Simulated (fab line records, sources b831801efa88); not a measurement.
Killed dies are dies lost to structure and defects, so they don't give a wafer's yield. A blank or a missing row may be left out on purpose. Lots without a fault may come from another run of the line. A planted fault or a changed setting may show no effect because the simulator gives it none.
Tool commonality check | flow sky130 | 11 lots, 33 wafers sampled

WHY IT WAS OPENED
At SKY_VT_ADJUST_LVTN_TW_MEAS_10 the reading VT_ADJUST_LVTN_TW is flagged on 2 of 11 lots. Wafers without a fault read 244.8, standard deviation 2.4.
Rule: a lot is flagged when every wafer of it that has a number lies more than 4 standard deviations from that mean, or none has a number. The other lots count as sound.

lot  | measured     | on            | VT_ADJUST_LVTN_TW, wafer by wafer | flag
L771 | day 6 18:49  | film_metro-03 | 244.5 244.9 245.6                 |
L773 | day 7 10:37  | film_metro-03 | 247.4 246.5 247.3                 |
L774 | day 7 16:21  | film_metro-03 | 247.2 247.5 247.8                 |
L775 | day 7 22:19  | film_metro-01 | 243.4 244.9 243.6                 |
L780 | day 9 07:06  | film_metro-01 | 243.3 244.8 243.9                 |
L781 | day 9 15:16  | film_metro-03 | 245.4 245.7 246.6                 |
L784 | day 10 09:23 | film_metro-03 | 247.5 247.8 247.6                 |
L789 | day 11 22:17 | film_metro-03 | 302.6 302.8 302.3                 | FLAGGED
L792 | day 12 17:38 | film_metro-03 | 301.0 302.0 301.2                 | FLAGGED
L794 | day 13 20:40 | film_metro-02 | 241.7 240.4 242.4                 |
L793 | day 13 20:51 | film_metro-03 | 244.4 245.5 245.5                 |
The numbers of the flagged lots are 302.0 on average: +57.2 against the usual, or +24 standard deviations.

WHICH TOOL RAN EACH LOT
The record holds 2 process steps before the reading, out of a route of 708 steps. In each cell: the tool, then ch and the chambers that the sampled wafers went through, then the start.
lot  | flag    | SKY_FIELD_ISO_ETCH_15             | SKY_VT_ADJUST_LVTN_IMPLANT_08
L771 |         | rie_diel-02 ch 0,2,3, day 2 04:03 | implanter-03 ch 0, day 6 18:35
L773 |         | rie_diel-02 ch 0,1,2, day 2 15:39 | implanter-02 ch 0, day 7 10:22
L774 |         | rie_diel-02 ch 0,1,3, day 2 23:11 | implanter-01 ch 0, day 7 16:08
L775 |         | rie_diel-02 ch 1,3, day 3 02:06   | implanter-02 ch 0, day 7 22:06
L780 |         | rie_diel-01 ch 0,2,3, day 4 04:32 | implanter-03 ch 0, day 9 06:51
L781 |         | rie_diel-01 ch 2,3, day 4 09:33   | implanter-02 ch 0, day 9 15:01
L784 |         | rie_diel-01 ch 0,3, day 5 02:30   | implanter-01 ch 0, day 10 09:08
L789 | FLAGGED | rie_diel-01 ch 0,2,3, day 6 01:59 | implanter-02 ch 0, day 11 21:44
L792 | FLAGGED | rie_diel-01 ch 1,2,3, day 6 19:02 | implanter-02 ch 0, day 12 17:04
L794 |         | rie_diel-01 ch 0,1,2, day 7 16:53 | implanter-01 ch 0, day 13 20:25
L793 |         | rie_diel-03 ch 0,3, day 7 16:35   | implanter-02 ch 0, day 13 20:36
What these steps do:
- SKY_FIELD_ISO_ETCH_15: etches the open film in CHF3/O2, stops on Si, target depth 180 nm, time 72 s.
- SKY_VT_ADJUST_LVTN_IMPLANT_08
- SKY_VT_ADJUST_LVTN_TW_MEAS_10

FLAGGED OVER TOTAL, TOOL BY TOOL (the gauges that took the reading come last)
step                          | tool          | lots run | flagged | share of the flagged lots | sound lots run after its first flagged lot
SKY_FIELD_ISO_ETCH_15         | rie_diel-01   | 6        | 2       | all                       | 1 (L794)
SKY_FIELD_ISO_ETCH_15         | rie_diel-02   | 4        | 0       | none                      | -
SKY_FIELD_ISO_ETCH_15         | rie_diel-03   | 1        | 0       | none                      | -
SKY_VT_ADJUST_LVTN_IMPLANT_08 | implanter-01  | 3        | 0       | none                      | -
SKY_VT_ADJUST_LVTN_IMPLANT_08 | implanter-02  | 6        | 2       | all                       | 1 (L793)
SKY_VT_ADJUST_LVTN_IMPLANT_08 | implanter-03  | 2        | 0       | none                      | -
SKY_VT_ADJUST_LVTN_TW_MEAS_10 | film_metro-01 | 2        | 0       | none                      | -
SKY_VT_ADJUST_LVTN_TW_MEAS_10 | film_metro-02 | 1        | 0       | none                      | -
SKY_VT_ADJUST_LVTN_TW_MEAS_10 | film_metro-03 | 8        | 2       | all                       | 1 (L793)

WHAT THE TABLE ALLOWS
3 rows of the table ran every flagged lot: rie_diel-01 at SKY_FIELD_ISO_ETCH_15, implanter-02 at SKY_VT_ADJUST_LVTN_IMPLANT_08, film_metro-03 at SKY_VT_ADJUST_LVTN_TW_MEAS_10.
- rie_diel-01 at SKY_FIELD_ISO_ETCH_15: 2 of its 6 lots flagged. Sound lots ran on it after the first flagged one (L794), which a lasting fault on the whole tool wouldn't allow.
- implanter-02 at SKY_VT_ADJUST_LVTN_IMPLANT_08: 2 of its 6 lots flagged. Sound lots ran on it after the first flagged one (L793), which a lasting fault on the whole tool wouldn't allow.
- film_metro-03 at SKY_VT_ADJUST_LVTN_TW_MEAS_10: 2 of its 8 lots flagged. Sound lots ran on it after the first flagged one (L793), which a lasting fault on the whole tool wouldn't allow.
No row of the table ran every flagged lot and no sound lot after the first.

WHAT THE SIMULATOR HAD PUT IN
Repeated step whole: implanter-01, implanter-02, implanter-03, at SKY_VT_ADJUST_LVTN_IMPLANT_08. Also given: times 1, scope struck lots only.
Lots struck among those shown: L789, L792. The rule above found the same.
